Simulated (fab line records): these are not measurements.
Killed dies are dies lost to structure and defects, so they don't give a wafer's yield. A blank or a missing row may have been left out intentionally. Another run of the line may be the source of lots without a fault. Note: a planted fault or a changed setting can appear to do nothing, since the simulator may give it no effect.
A struck lot beside a sound one + flow sky130 + 17 out of 708 route steps
Sound: wafers L687.1, L687.3, L687.6. Wafers struck: L695.2, L695.3, L695.4. Last of all comes the cause.
At each step with rows: each side's tool, then ch and its chambers, then its first start. Under that, the readings that differ: sound wafers + struck wafers + difference of the means + sigmas: that difference in standard deviations of wafers without a fault.
alike: readings with means less than 2 such deviations apart, plus words and numbers identical on both sides. not compared: withheld readings, readings lacking a value on some wafer, bounds such as >300 that could conceal the same value, and numbers that have no deviation in the record and whose values overlap.
A row with sigmas, a row that says differs or no value, or rows on one side alone: a step with any of these is where the two part. Numbers that have no deviation but don't overlap get no sigmas and don't part them. A reading missing from all wafers of one side parts the sides only when that side holds two or more wafers.

first, 1 step without rows for these wafers: SKY_VT_ADJUST_LVTN_IMPLANT_19.
SKY_VT_ADJUST_LVTN_STRIP_20: strips in O2/N2.
  sound on plasma_asher-02 ch 0,1, day 10 08:37; struck on plasma_asher-03 ch 0,1, day 13 05:07
  alike: drypump_motor_current_A, o2_flow_sccm, oes_product_au, strip_time_to_endpoint_s
  not compared: rf_hours_counter_h
SKY_VT_ADJUST_LVTN_TW_MEAS_21:
  sound on film_metro-03, day 10 08:43; struck on film_metro-01, day 13 05:14
  alike: VT_ADJUST_LVTN_2_TW
then, 7 steps without rows for these wafers: SKY_VT_ADJUST_NCORE_DEHYDRATE_00 (time 60 s); SKY_VT_ADJUST_NCORE_HMDS_01 (prime time 60 s); SKY_VT_ADJUST_NCORE_COAT_02 (resist thk 1140 nm); SKY_VT_ADJUST_NCORE_SOFTBAKE_03 (time 60 s); SKY_VT_ADJUST_NCORE_EXPOSE_04 (exposes mask LVTN COMPLEMENT THIN, target cd 380 nm); SKY_VT_ADJUST_NCORE_PEB_05; SKY_VT_ADJUST_NCORE_DEVELOP_06 (develop time 60 s).
SKY_VT_ADJUST_NCORE_CD_MEAS_07: target cd 380 nm.
  sound on cd_sem-02, day 11 07:38; struck on cd_sem-02, day 14 06:42
| reading    | sound             | struck            | difference | sigmas |
|------------|-------------------|-------------------|------------|--------|
| cd_nm (nm) | 386.7 383.8 386.1 | 378.6 378.6 379.2 | -6.7       | -3     |
SKY_VT_ADJUST_NCORE_OVL_MEAS_08:
  sound on overlay-01, day 11 07:45; struck on overlay-02, day 14 06:49
  alike: VT_ADJUST_NCORE_OVL
SKY_VT_ADJUST_NCORE_IMPLANT_09:
  sound on implanter-01 ch 0, day 11 07:47; struck on implanter-01 ch 0, day 14 06:52
| reading                          | sound                     | struck                        | difference | sigmas      |
|----------------------------------|---------------------------|-------------------------------|------------|-------------|
| beam_on_s (s)                    | 10.23 9.83 9.87           | 11.06 10.85 10.66             | +0.88      | +4          |
| end_station_pressure_torr (Torr) | 4.8e-06 5.15e-06 4.96e-06 | 5.829e-05 5.848e-05 6.146e-05 | +5.444e-05 | +99 or more |
| faraday_current_uA               | 13.2 13.7 13.8            | 11.7 12.0 12.2                | -1.6       | -5          |
SKY_VT_ADJUST_NCORE_STRIP_10: strips in O2/N2.
  sound on plasma_asher-01 ch 0,1, day 11 07:56; struck on plasma_asher-02 ch 0,1, day 14 06:59
| reading             | sound          | struck         | difference | sigmas |
|---------------------|----------------|----------------|------------|--------|
| o2_flow_sccm (sccm) | 2985 2991 2990 | 2999 3015 3011 | +20        | +2     |
  alike: drypump_motor_current_A, oes_product_au, strip_time_to_endpoint_s
  not compared: rf_hours_counter_h
SKY_VT_ADJUST_NCORE_TW_MEAS_11:
  sound on film_metro-04, day 11 08:02; struck on film_metro-03, day 14 07:06
| reading            | sound             | struck            | difference | sigmas |
|--------------------|-------------------|-------------------|------------|--------|
| VT_ADJUST_NCORE_TW | 219.4 219.3 218.6 | 225.9 224.8 225.5 | +6.3       | +6     |
then, 1 step without rows for these wafers: SKY_VT_ADJUST_HVTR_DEHYDRATE_00 (time 60 s).
-- record jumps: 36 days separate the struck wafers' starts on either side; left off in module VT_ADJUST_HVTR, taken up again in module PAD_OPEN, whose first shown step is the route's number 708 --
SKY_PAD_OPEN_PROBE_99:
  sound on prober-01, day 48 13:40; struck on prober-02, day 50 12:01
| reading                                    | sound                     | struck                       | difference | sigmas |
|--------------------------------------------|---------------------------|------------------------------|------------|--------|
| killed_at_contacts                         | 37 31 29                  | 21 25 16                     | -12        | -2     |
| model.etest.nfet_16v.r_on_ohm_um           | 1.4e+04 1.4e+04 1.413e+04 | 1.455e+04 1.459e+04 1.45e+04 | +5.033e+02 |        |
| model.etest.res_pwell_under_gate.rs_ohm_sq | 2298 2295 2298            | 2250 2271 2272               | -33        |        |
| model.etest.pfet_g5v0d10v5.off_log10_a_um  | -12.89 -12.68 -13.04      | -11.12 -11.3 -10.95          | +1.75      |        |
| model.etest.pfet_g5v0d10v5.vt_sat_v (V)    | -0.667 -0.6414 -0.6817    | -0.5032 -0.5225 -0.497       | +0.1558    |        |
| model.etest.pfet_16v.vt_v (V)              | -1.117 -1.118 -1.11       | -0.9789 -0.9852 -0.9864      | +0.1315    |        |
| model.etest.pfet_g5v0d10v5.vt_v (V)        | -0.854 -0.8284 -0.868     | -0.7179 -0.7317 -0.7166      | +0.1281    |        |
| model.etest.pfet_g5v0d10v5.vt_long_v (V)   | -0.9358 -0.9409 -0.9364   | -0.8239 -0.8304 -0.8264      | +0.1108    |        |
| model.etest.nfet_g5v0d10v5.vt_sat_v (V)    | 0.7573 0.7528 0.7524      | 0.7861 0.8048 0.783          | +0.0371    |        |
  alike: killed_at_M0_to_M3, killed_at_M4_up, killed_at_front_end, killed_at_other, killed_dies, killed_open, killed_short

WHERE THEY PART
At SKY_VT_ADJUST_NCORE_CD_MEAS_07 first; at SKY_PAD_OPEN_PROBE_99 last (within this record only).

WHY: whatever the simulator had introduced
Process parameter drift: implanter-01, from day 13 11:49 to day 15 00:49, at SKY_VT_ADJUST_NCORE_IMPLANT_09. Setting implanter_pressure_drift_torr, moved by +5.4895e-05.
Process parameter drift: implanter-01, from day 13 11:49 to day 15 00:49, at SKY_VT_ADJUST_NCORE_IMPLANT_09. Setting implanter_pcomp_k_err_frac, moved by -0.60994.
